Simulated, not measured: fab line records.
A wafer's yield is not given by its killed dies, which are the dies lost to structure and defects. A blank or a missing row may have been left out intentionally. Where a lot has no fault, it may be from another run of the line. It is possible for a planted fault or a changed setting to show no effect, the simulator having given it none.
fab line records	flow sky130
record lots=7	wafers=19	lastDay=50
route steps=708 shown SD_N@350 SD_P@359 RES_XHIGH@360 SALICIDE@361 LI_CONTACT@362 PAD_OPEN@708
lots with no fault: from the same line, run without faults
startH: hours from the record's opening day to when the first of the lot's shown wafers began	waitH: hours from the lot's prior step to this one	" as in the row above	L1.1+2: one row covering several wafers at once	- no value, or no start given	* or withheld: withheld	< > ~ a bound
route shown NAME@n: names a module that has steps shown in the file, with the first one's number in the route	usual: mean/standard deviation taken from wafers without a fault	same: alike in all rows	chamber/n: place in a boat	sites: readings site by site	_std_site: standard deviation of those values	_edge_site: the outer-site mean with the inner-site mean subtracted	radiusMm: how far each site lies from the wafer's centre	mask NAME#n: copy n	behind: the tool/chamber that last shaped the wafer	hold: what put the lot on hold/how long, in hours/how the hold closed	device: the transistor (n, p or np) that didn't switch	end of line: the tests these same wafers got at the end of their route	where a step has no rows: the recipe by itself	killed: count of dies lost to structure and defects at first sort (not the wafer's yield)	map: a wafer's dies, marking killed ones x, the rest . and places with no die _
set.NAME: setting as actually run; set.NAME@STEP: the setting as run at that earlier step	model.NAME: the simulator's own value behind a step, which no gauge read
lots at selected steps of the route; one table per step, one row per wafer
services: when a tool's chamber went out of use (startH, in hours from the record's first day, below 0 if earlier), for how many hours, and the reason
## steps
# step SKY_SD_N_OVL_MEAS_08
# usual SD_N_OVL=0.9/1.4
lot.wafer	tool	chamber	startH	waitH	SD_N_OVL[nm]
L971.3	overlay-01	-	683.70	0.1	0.9
L971.4	"	-	"	"	-0.4
L971.6	"	-	"	"	2.2
L978.2	overlay-02	-	741.14	0.1	2.2
L978.3	"	-	"	"	1.6
L978.6	"	-	"	"	0.6
L985.1	overlay-02	-	792.08	0.1	1.1
L985.4	"	-	"	"	-1.9
L985.5	"	-	"	"	1.0
L987.1	overlay-02	-	799.23	0.1	1.5
L987.4	"	-	"	"	2.0
L987.6	"	-	"	"	1.4
L986.2	overlay-02	-	808.79	0.1	0.5
L986.6	"	-	"	"	-0.5
L989.3	overlay-01	-	815.04	0.1	2.6
L989.5	"	-	"	"	2.8
L990.2	overlay-02	-	823.94	0.1	-0.8
L990.3	"	-	"	"	-0.2
L990.6	"	-	"	"	-1.5
# step SKY_SD_N_IMPLANT_09
# recipe species=As	energyKev=50	doseCm2=4e+15	tiltDeg=0
# step SKY_SD_N_IMPLANT_10
# recipe species=P	energyKev=20	doseCm2=1e+14	tiltDeg=0
# step SKY_SD_N_STRIP_11
# recipe chemistry=O2/N2	powerW=1400	pressureMtorr=1500	platenTempC=withheld	o2FlowSccm=3000	n2FlowSccm=300	overashFraction=0.5
# usual drypumpMotorCurrentA=5.6/0.49	oesProductAu=0.527/0.0046	stripTimeToEndpointS=22.54/0.045
lot.wafer	tool	chamber	startH	waitH	drypumpMotorCurrentA	oesProductAu	rfHoursCounterH	stripTimeToEndpointS
L971.3	plasmaAsher-03	1	684.06	0.1	6.2	0.525	-	22.54
L971.4	"	0	"	"	5.7	0.534	-	22.58
L971.6	"	0	"	"	5.6	0.530	-	22.54
L978.2	plasmaAsher-02	0	741.47	0.1	4.8	0.533	60	22.53
L978.3	"	0	"	"	4.8	0.528	-	22.57
L978.6	"	1	"	"	5.9	0.534	-	22.52
L985.1	plasmaAsher-03	0	792.42	0.1	5.7	0.529	5	22.50
L985.4	"	0	"	"	5.7	0.521	-	22.54
L985.5	"	0	"	"	5.7	0.536	-	22.50
L987.1	plasmaAsher-02	1	799.57	0.1	5.8	0.526	65	22.53
L987.4	"	1	"	"	5.8	0.526	-	22.54
L987.6	"	0	"	"	4.8	0.531	-	22.56
L986.2	plasmaAsher-04	0	809.12	0.1	6.0	0.530	39	22.49
L986.6	"	1	"	"	5.9	0.535	-	22.53
L989.3	plasmaAsher-02	0	815.40	0.1	4.8	0.525	-	22.52
L989.5	"	1	"	"	5.8	0.530	-	22.46
L990.2	plasmaAsher-03	1	824.27	0.1	6.1	0.532	8	22.57
L990.3	"	0	"	"	5.7	0.521	-	22.58
L990.6	"	1	"	"	6.2	0.528	-	22.58
# step SKY_SD_N_TW_MEAS_12
# usual SD_N_TW=3986/24
lot.wafer	tool	chamber	startH	waitH	SD_N_TW
L971.3	filmMetro-01	-	684.14	0.1	3980
L971.4	"	-	"	"	3977
L971.6	"	-	"	"	3954
L978.2	filmMetro-04	-	741.58	0.1	4012
L978.3	"	-	"	"	4011
L978.6	"	-	"	"	4017
L985.1	filmMetro-03	-	792.52	0.1	3983
L985.4	"	-	"	"	3964
L985.5	"	-	"	"	3988
L987.1	filmMetro-01	-	799.67	0.1	3974
L987.4	"	-	"	"	3984
L987.6	"	-	"	"	3976
L986.2	filmMetro-03	-	809.23	0.1	3957
L986.6	"	-	"	"	3965
L989.3	filmMetro-03	-	815.49	0.1	3958
L989.5	"	-	"	"	3954
L990.2	filmMetro-04	-	824.38	0.1	3968
L990.3	"	-	"	"	3981
L990.6	"	-	"	"	3973
# step SKY_SD_N_CLEAN_13
# recipe chemistry=SC1/SC2	mix=1:4:20	tempC=70	timeS=150	dry=n2Spin
# step SKY_SD_N_RTA_14
# recipe tempC=1075	timeS=2	idleTempC=650	rampUpCPerS=150	rampDownCPerS=90	ambient=N2
# usual annealTempCMax=1080.1/1.2	lampPowerPct=15.74/0.054	wafer_temp_C_max=1077.9/1.4
lot.wafer	tool	chamber	startH	waitH	annealTempCMax	lampPowerPct	wafer_temp_C_max
L971.3	rtpAnneal-02	0	684.25	0.0	1079.4	15.71	1077.1
L971.4	"	0	"	"	1078.5	15.79	1078.0
L971.6	"	0	"	"	1079.5	15.73	1077.4
L978.2	rtpAnneal-01	0	741.69	0.0	1079.1	15.74	1077.2
L978.3	"	0	"	"	1080.7	15.71	1077.9
L978.6	"	0	"	"	1080.0	15.82	1077.8
L985.1	rtpAnneal-02	0	792.68	0.0	1078.0	15.74	1077.4
L985.4	"	0	"	"	1079.2	15.76	1077.8
L985.5	"	0	"	"	1078.2	15.72	1076.7
L987.1	rtpAnneal-01	0	799.78	0.0	1081.1	15.70	1079.3
L987.4	"	0	"	"	1080.5	15.75	1079.6
L987.6	"	0	"	"	1080.7	15.66	1076.0
L986.2	rtpAnneal-01	0	809.33	0.0	1080.1	15.74	1076.6
L986.6	"	0	"	"	1078.9	15.75	1079.7
L989.3	rtpAnneal-02	0	815.65	0.0	1079.1	15.71	1077.0
L989.5	"	0	"	"	1078.7	15.79	1079.4
L990.2	rtpAnneal-01	0	824.53	0.0	1079.9	15.86	1077.8
L990.3	"	0	"	"	1082.0	15.76	1077.4
L990.6	"	0	"	"	1082.6	15.71	1077.3
# step SKY_SD_N_RS_MEAS_16
# recipe thkMeasGauge=four-point-probe
# usual SD_N_RS=68.64/0.12
lot.wafer	tool	chamber	startH	waitH	SD_N_RS[ohm/sq]
L971.3	filmMetro-04	-	684.45	0.1	68.64
L971.4	"	-	"	"	68.74
L971.6	"	-	"	"	68.71
L978.2	filmMetro-04	-	741.87	0.1	68.46
L978.3	"	-	"	"	68.74
L978.6	"	-	"	"	68.68
L985.1	filmMetro-01	-	792.85	0.1	68.76
L985.4	"	-	"	"	68.75
L985.5	"	-	"	"	68.80
L987.1	filmMetro-03	-	799.95	0.1	68.71
L987.4	"	-	"	"	68.54
L987.6	"	-	"	"	68.78
L986.2	filmMetro-04	-	809.52	0.1	68.82
L986.6	"	-	"	"	68.84
L989.3	filmMetro-03	-	815.85	0.1	68.54
L989.5	"	-	"	"	68.54
L990.2	filmMetro-01	-	824.72	0.1	68.88
L990.3	"	-	"	"	68.76
L990.6	"	-	"	"	68.56
# step SKY_SD_N_RS_MEAS_17
# recipe thkMeasGauge=four-point-probe
# usual SD_P_RS=147.3/0.4
lot.wafer	tool	chamber	startH	waitH	SD_P_RS[ohm/sq]
L971.3	filmMetro-04	-	684.57	0.1	147.1
L971.4	"	-	"	"	147.3
L971.6	"	-	"	"	147.8
L978.2	filmMetro-04	-	741.99	0.1	146.9
L978.3	"	-	"	"	147.4
L978.6	"	-	"	"	146.9
L985.1	filmMetro-01	-	792.97	0.1	147.9
L985.4	"	-	"	"	148.0
L985.5	"	-	"	"	147.3
L987.1	filmMetro-03	-	800.07	0.1	147.7
L987.4	"	-	"	"	147.2
L987.6	"	-	"	"	147.9
L986.2	filmMetro-04	-	809.64	0.1	148.0
L986.6	"	-	"	"	147.9
L989.3	filmMetro-03	-	815.97	0.1	147.1
L989.5	"	-	"	"	147.1
L990.2	filmMetro-01	-	824.84	0.1	147.6
L990.3	"	-	"	"	147.5
L990.6	"	-	"	"	147.6
# step SKY_SD_N_RS_MEAS_18
# recipe thkMeasGauge=four-point-probe
# usual RES_XHIGH_RS=333.8/1.1
lot.wafer	tool	chamber	startH	waitH	RES_XHIGH_RS[ohm/sq]
L971.3	filmMetro-04	-	684.69	0.1	334.9
L971.4	"	-	"	"	334.8
L971.6	"	-	"	"	335.0
L978.2	filmMetro-04	-	742.11	0.1	332.9
L978.3	"	-	"	"	333.4
L978.6	"	-	"	"	331.8
L985.1	filmMetro-01	-	793.09	0.1	335.3
L985.4	"	-	"	"	332.7
L985.5	"	-	"	"	332.2
L987.1	filmMetro-03	-	800.19	0.1	332.9
L987.4	"	-	"	"	334.4
L987.6	"	-	"	"	333.4
L986.2	filmMetro-04	-	809.76	0.1	335.5
L986.6	"	-	"	"	335.2
L989.3	filmMetro-03	-	816.09	0.1	333.4
L989.5	"	-	"	"	333.0
L990.2	filmMetro-01	-	824.96	0.1	336.4
L990.3	"	-	"	"	336.3
L990.6	"	-	"	"	334.0
# step SKY_SALICIDE_CLEAN_00
# recipe chemistry=HF-last	timeS=30	dilution=100:1	dry=ipaMarangoni
# step SKY_LI_CONTACT_HDPCVD_00
# recipe material=PSG	targetThkNm=930	sigmaOpenFrac=0.3	timeS=155	tempC=600	sih4FlowSccm=60	pressureMtorr=6
# usual runLengthS=182.7/0.7	susceptorTempC=599.99/0.27
lot.wafer	tool	chamber	startH	waitH	runLengthS	susceptorTempC	model.PSG_of_LI_CONTACT_HDPCVD_00.thkNm
L971.3	hdpcvd-01	0	684.78	0.0	182.7	600.16	917.8
L971.4	"	1	"	"	181.6	599.45	928.2
L971.6	"	2	"	"	183.6	600.19	920.7
L978.2	hdpcvd-02	1	742.23	0.0	182.3	599.50	949.6
L978.3	"	2	"	"	183.4	599.98	941.7
L978.6	"	0	"	"	182.4	599.88	935.5
L985.1	hdpcvd-01	1	793.23	0.0	182.5	600.28	929.1
L985.4	"	1	"	"	181.5	600.52	925.7
L985.5	"	2	"	"	183.2	600.19	902.8
L987.1	hdpcvd-02	1	800.33	0.0	181.7	599.94	939.7
L987.4	"	1	"	"	181.8	599.83	936.9
L987.6	"	2	"	"	214.0	600.06	1112
L986.2	hdpcvd-02	1	809.88	0.0	182.5	600.19	950.5
L986.6	"	2	"	"	214.3	599.46	1141
L989.3	hdpcvd-02	2	816.18	0.0	214.1	600.03	1119
L989.5	"	2	"	"	213.8	599.80	1125
L990.2	hdpcvd-01	0	825.08	0.0	182.9	600.66	923.2
L990.3	"	1	"	"	181.7	600.56	942.4
L990.6	"	0	"	"	182.8	600.35	931.3
# step SKY_LI_CONTACT_THK_MEAS_01
# recipe reads=PSG_of_LI_CONTACT_HDPCVD_00
# usual LI_CONTACT_HDPCVD_THK=932/10
lot.wafer	tool	chamber	startH	waitH	LI_CONTACT_HDPCVD_THK[nm]
L971.3	filmMetro-01	-	684.91	0.1	918
L971.4	"	-	"	"	929
L971.6	"	-	"	"	921
L978.2	filmMetro-01	-	742.34	0.1	949
L978.3	"	-	"	"	942
L978.6	"	-	"	"	935
L985.1	filmMetro-04	-	793.33	0.1	929
L985.4	"	-	"	"	925
L985.5	"	-	"	"	903
L987.1	filmMetro-03	-	800.43	0.1	940
L987.4	"	-	"	"	937
L987.6	"	-	"	"	1111
L986.2	filmMetro-04	-	809.99	0.1	951
L986.6	"	-	"	"	1141
L989.3	filmMetro-01	-	816.31	0.1	1119
L989.5	"	-	"	"	1126
L990.2	filmMetro-04	-	825.19	0.1	923
L990.3	"	-	"	"	942
L990.6	"	-	"	"	931
# step SKY_LI_CONTACT_CMP_02
# recipe material=PSG	downForcePsi=4	platenRpm=60	padVelocityMS=0.94248
# usual motorCurrentA=12.3/1.8	slurryFilterDpKPa=13.49/0.15	timeToEndpointS=31/3.3
lot.wafer	tool	chamber	startH	waitH	motorCurrentA	slurryFilterDpKPa	timeToEndpointS
L971.4	cmp-02	1	685.00	0.1	12.3	13.44	29
L971.3	"	3	"	"	12.9	13.63	23
L971.6	"	0	"	"	10.8	13.27	31
L978.2	cmp-02	0	742.39	0.0	11.0	13.57	37
L978.3	"	1	"	"	11.8	13.80	30
L978.6	"	0	"	"	11.1	13.51	37
L985.4	cmp-01	3	793.44	0.1	13.2	13.27	32
L985.1	"	1	"	"	15.1	13.30	29
L985.5	"	2	"	"	9.0	13.46	26
L987.4	cmp-02	2	800.54	0.1	14.2	13.26	35
L987.1	"	0	"	"	10.8	13.50	37
L987.6	"	1	"	"	12.1	13.37	51
L986.2	cmp-01	2	810.13	0.1	9.2	13.67	28
L986.6	"	2	"	"	9.5	13.52	47
L989.3	cmp-01	2	816.40	0.1	9.4	13.39	46
L989.5	"	1	"	"	14.8	13.61	46
L990.3	cmp-01	0	825.34	0.1	13.0	13.41	30
L990.2	"	1	"	"	14.9	13.48	29
L990.6	"	2	"	"	9.6	13.42	29
# step SKY_LI_CONTACT_BOW_MEAS_03
# recipe mode=bow
# usual LI_CONTACT_BOW=56/6.2
lot.wafer	tool	chamber	startH	waitH	LI_CONTACT_BOW[um]
L971.3	filmMetro-04	-	685.29	0.1	52
L971.4	"	-	"	"	54
L971.6	"	-	"	"	51
L978.2	filmMetro-03	-	742.71	0.3	51
L978.3	"	-	"	"	63
L978.6	"	-	"	"	60
L985.1	filmMetro-04	-	793.69	0.1	59
L985.4	"	-	"	"	53
L985.5	"	-	"	"	58
L987.1	filmMetro-04	-	800.79	0.1	60
L987.4	"	-	"	"	60
L987.6	"	-	"	"	64
L986.2	filmMetro-04	-	810.40	0.2	58
L986.6	"	-	"	"	71
L989.3	filmMetro-03	-	816.69	0.2	55
L989.5	"	-	"	"	46
L990.2	filmMetro-01	-	825.56	0.1	62
L990.3	"	-	"	"	58
L990.6	"	-	"	"	58
# step SKY_PAD_OPEN_PROBE_99
# usual killed_at_M0_to_M3=43/7.2	killed_at_M4_up=3.2/1.8	killedAtContacts=23/5.6	killedAtFrontEnd=15/4.6	killedAtOther=0.3/0.71	killedDies=85/10	killedOpen=46/7.8	killedShort=38/6.5
# same grossDies=492	killedAtBackSide=0
lot.wafer	tool	chamber	startH	waitH	killed_at_M0_to_M3	killed_at_M4_up	killedAtContacts	killedAtFrontEnd	killedAtOther	killedDies	killedOpen	killedShort
L971.3	prober-02	-	1103.94	0.2	48	5	20	16	0	89	52	36
L971.4	prober-02	-	1103.99	0.2	44	4	20	19	0	87	49	37
L971.6	prober-02	-	1104.09	0.2	54	2	20	12	0	88	49	39
L978.2	prober-02	-	1145.58	0.1	40	2	22	17	0	81	40	40
L978.3	prober-02	-	1145.63	0.2	41	5	19	18	1	84	36	48
L978.6	prober-02	-	1145.78	0.2	43	5	24	15	0	87	49	36
L985.1	prober-01	-	1177.83	0.1	43	4	15	16	0	78	42	36
L985.4	prober-01	-	1177.98	0.2	45	2	15	10	0	72	39	33
L985.5	prober-01	-	1178.03	0.2	57	5	25	16	0	103	54	49
L989.3	prober-01	-	1194.28	0.2	33	2	19	15	0	69	35	34
L989.5	prober-01	-	1194.38	0.2	37	6	20	13	0	76	51	25
L990.2	prober-02	-	1197.05	0.1	39	5	29	14	0	87	50	36
L990.3	prober-02	-	1197.10	0.2	49	2	28	15	0	94	54	40
L990.6	prober-02	-	1197.25	0.2	45	3	21	16	0	85	47	37
# killed by level:class
L971.3 CONTACT:geometricParticle:open=10 VIA3:geometricParticle:open=9 VIA1:geometricParticle:open=8 METAL2:geometricParticle:short=8 METAL2:geometricParticle:open=6 LI_CONTACT:geometricParticle:open=4 VIA2:geometricParticle:open=4 METAL3:geometricParticle:short=4
L971.4 METAL2:geometricParticle:short=12 VIA1:geometricParticle:open=11 LI_CONTACT:geometricParticle:open=7 FIELD_ISO:geometricParticle:open=6 CONTACT:geometricParticle:open=6 POLY_GATE:geometricParticle:open=5 METAL1:geometricParticle:short=5 CONTACT:geometricParticle:short=4
L971.6 VIA3:geometricParticle:open=11 VIA2:geometricParticle:open=9 VIA1:geometricParticle:open=8 LI_CONTACT:geometricParticle:open=7 METAL2:geometricParticle:short=7 METAL1:geometricParticle:short=6 CONTACT:geometricParticle:short=6 CONTACT:geometricParticle:open=5
L978.2 LI_CONTACT:geometricParticle:open=10 POLY_GATE:geometricParticle:short=7 POLY_GATE:geometricParticle:open=7 VIA1:geometricParticle:short=7 VIA1:geometricParticle:open=7 METAL2:geometricParticle:short=7 LOCAL_INTERCONNECT:geometricParticle:short=5 CONTACT:geometricParticle:open=4
L978.3 CONTACT:geometricParticle:open=9 METAL1:geometricParticle:short=8 METAL3:geometricParticle:short=6 FIELD_ISO:geometricParticle:short=5 POLY_GATE:geometricParticle:short=5 LI_CONTACT:geometricParticle:open=5 VIA1:geometricParticle:open=5 METAL2:geometricParticle:short=5
L978.6 VIA1:geometricParticle:open=10 CONTACT:geometricParticle:open=8 LI_CONTACT:geometricParticle:open=7 VIA2:geometricParticle:open=7 VIA1:geometricParticle:short=6 VIA3:geometricParticle:open=5 LI_CONTACT:geometricParticle:short=4 POLY_GATE:geometricParticle:open=3
L985.1 VIA1:geometricParticle:open=14 CONTACT:geometricParticle:open=5 VIA2:geometricParticle:open=5 VIA3:geometricParticle:open=5 METAL2:geometricParticle:short=4 VIA2:geometricParticle:short=4 METAL3:geometricParticle:short=4 FIELD_ISO:geometricParticle:open=3
L985.4 VIA1:geometricParticle:open=10 VIA2:geometricParticle:open=8 CONTACT:geometricParticle:open=7 VIA1:geometricParticle:short=5 LI_CONTACT:geometricParticle:short=4 METAL1:geometricParticle:short=4 METAL2:geometricParticle:short=4 VIA3:geometricParticle:open=4
L985.5 VIA1:geometricParticle:open=12 VIA3:geometricParticle:open=11 METAL1:geometricParticle:short=9 LI_CONTACT:geometricParticle:open=8 CONTACT:geometricParticle:short=6 VIA1:geometricParticle:short=6 CONTACT:geometricParticle:open=5 FIELD_ISO:geometricParticle:short=4
L989.3 CONTACT:geometricParticle:open=7 VIA1:geometricParticle:short=7 FIELD_ISO:geometricParticle:short=5 FIELD_ISO:geometricParticle:open=5 LI_CONTACT:geometricParticle:open=5 VIA1:geometricParticle:open=4 METAL2:geometricParticle:short=4 VIA2:geometricParticle:open=4
L989.5 VIA2:geometricParticle:open=10 LI_CONTACT:geometricParticle:open=9 VIA3:geometricParticle:open=7 VIA1:geometricParticle:open=6 FIELD_ISO:geometricParticle:open=5 POLY_GATE:geometricParticle:open=5 METAL4:geometricParticle:short=4 LOCAL_INTERCONNECT:geometricParticle:short=4
L990.2 CONTACT:geometricParticle:open=15 VIA3:geometricParticle:open=7 METAL2:geometricParticle:short=7 VIA2:geometricParticle:open=7 LI_CONTACT:geometricParticle:open=6 VIA1:geometricParticle:open=6 FIELD_ISO:geometricParticle:short=5 CONTACT:geometricParticle:short=4
L990.3 VIA3:geometricParticle:open=14 LI_CONTACT:geometricParticle:open=9 LOCAL_INTERCONNECT:geometricParticle:short=8 VIA1:geometricParticle:short=7 CONTACT:geometricParticle:open=7 VIA1:geometricParticle:open=6 VIA2:geometricParticle:open=6 POLY_GATE:geometricParticle:open=5
L990.6 VIA3:geometricParticle:open=12 METAL2:geometricParticle:short=8 VIA1:geometricParticle:short=7 CONTACT:geometricParticle:open=6 POLY_GATE:geometricParticle:open=5 LI_CONTACT:geometricParticle:open=5 LOCAL_INTERCONNECT:geometricParticle:short=5 FIELD_ISO:geometricParticle:open=4
## services
tool	chamber	startH	hours	kind
cmp-02	-	662.84	1.3	repair
cmp-02	-	663.47	1.7	repair
hdpcvd-02	0	665.75	-	clean
hdpcvd-02	1	665.75	-	clean
hdpcvd-02	2	665.75	-	clean
cmp-02	-	667.24	0.3	repair
cmp-01	-	687.71	4.1	repair
cmp-02	-	691.79	5.6	pm
plasmaAsher-04	-	692.03	7.9	repair
plasmaAsher-04	-	705.02	1.2	repair
plasmaAsher-03	-	711.27	0.8	repair
plasmaAsher-03	-	733.75	9.0	pm
plasmaAsher-03	0	733.75	9.0	ventCycle
plasmaAsher-03	1	733.75	9.0	ventCycle
cmp-02	-	733.83	5.2	pm
plasmaAsher-03	0	742.75	-	clean
plasmaAsher-03	1	742.75	-	clean
cmp-02	-	744.04	4.0	pm
cmp-02	-	748.04	-	consumableReplace:conditioner
hdpcvd-01	0	749.68	2.0	repair
hdpcvd-02	-	766.41	2.8	repair
cmp-01	-	782.30	0.8	repair
cmp-01	-	797.15	2.5	repair
cmp-01	-	805.97	0.5	repair
## key
firstSign step=SKY_LI_CONTACT_HDPCVD_00	reading=runLengthS	direction=up	sigmas=45	usual=*	struck=*
effect step=SKY_LI_CONTACT_THK_MEAS_01	reading=LI_CONTACT_HDPCVD_THK	direction=up	sigmas=19	usual=932	struck=1124
effect step=SKY_LI_CONTACT_CMP_02	reading=timeToEndpointS	direction=up	sigmas=5.2	usual=*	struck=*
modelEffect step=SKY_LI_CONTACT_HDPCVD_00	value=PSG_of_LI_CONTACT_HDPCVD_00.thkNm	without=941.2	struck=1124
metAt SKY_LI_CONTACT_HDPCVD_00
struckWafers L986.6,L987.6,L989.3,L989.5
testerLeftOut L986,L987,L989
onsetBetween 742.23 800.33
fault kind=processParameterDrift	tool=hdpcvd-02	chamber=2	onsetH=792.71	steps=SKY_LI_CONTACT_HDPCVD_00	channel=timeS	offset=*	shape=step	endH=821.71	actsIn=*	stated=*
# testerLeftOut: of these lots the tester's yield and bins aren't shown, on N5 and GAA mostly nor the transistor test; their killed dies are dies lost to structure and defects alone, not to doping, threshold or leakage, so they don't give the yield
